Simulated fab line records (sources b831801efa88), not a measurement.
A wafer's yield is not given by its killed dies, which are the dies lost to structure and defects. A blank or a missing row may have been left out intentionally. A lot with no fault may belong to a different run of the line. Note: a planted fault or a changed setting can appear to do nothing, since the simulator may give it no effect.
Problem report in the 8D (eight disciplines) form, filled by code / flow gf180mcu / the parts of the form that need people (team, actions taken, sign-off) are left out

== 1. THE PROBLEM ==
Wafers without a fault read 100.0 W, standard deviation 0.34; bias-w at GF_CONTACT_ETCH_16 reads a mean of 89.7 W on 6 wafers belonging to 2 lots. That puts it -30 standard deviations away from the usual mean.
The step: etches BARC in N2/H2.
First seen on wafer L361.4, day 22 01:15, on rie-diel-01. The record holds 39 wafers of 13 lots with a number at this step. Rule for "out" (also "out of limits"): further than 4 standard deviations from the usual mean. Any other wafer with a number is counted as sound.

== 2. WHAT IT IS, AND WHAT IT ISN'T ==
question=which readings at this step | is=bias-w | is not=drypump-motor-current-A, oes-product-au, rf-fwd-power-W, throttle-valve-pct
question=which lots | is=L361, L362 | is not=L345, L346, L347, L349, L350, L351, L352, L363, L365, L366, L367
question=which wafers of those lots | is=all that have a number | is not=-
question=read on which tools | is=rie-diel-01 | is not=rie-diel-02, rie-diel-04
question=when | is=from day 22 01:15 | is not=up to then (21 sound wafers); but 12 sound wafers of L363, L365, L366, L367 came after

== 3. SUSPECTS, AND WHAT RULES EACH OUT ==
Counting: a tool stays on the suspect list if, at a process step up to the reading, it processed all lots that are out and no sound lot following the first of them.
- rie-diel-01 at GF_CONTACT_ETCH_16 (etches BARC in N2/H2): kept. It processed each lot that is out, first L361 at day 22 01:15, and no sound lot thereafter; up to then, the last sound lot it processed was L352 at day 18 16:29. Out on those wafers are its own readings of bias-w.
Left after counting: rie-diel-01 at GF_CONTACT_ETCH_16.

== 4. THE CAUSE (what the simulator had put in) ==
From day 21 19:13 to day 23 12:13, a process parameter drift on rie-diel-01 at GF_CONTACT_ETCH_16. From 100, the setting bias-w moved by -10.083. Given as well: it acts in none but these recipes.
After counting, this tool was the only one left.

== 5. THE EFFECT CHAIN, in route order ==
Each row: a reading whose mean over the struck wafers that have a number lies more than 3 standard deviations from the usual. Scope: only readings with a usual standard deviation given in the record; hours: median across lots of the time from each lot's start at the first step in this table that gives one to its start at this step; sigmas: change in usual standard deviations.
hours=0; step=GF_CONTACT_ETCH_16; reading=bias-w; usual=100.0 W; on struck wafers=89.7; change=-10.3; sigmas=-30
The process steps in it:
- GF_CONTACT_ETCH_16: etches BARC in N2/H2.
Later measuring or inspecting steps at which every struck wafer that the step has a row for has a number for every such reading, and none has moved that far: GF_V2_CD_MEAS_14.

== 6. WHAT WOULD HAVE CAUGHT IT SOONER ==
The fault began at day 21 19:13; the first out-of-limits reading in this record came at day 22 01:15, 6 hours later.
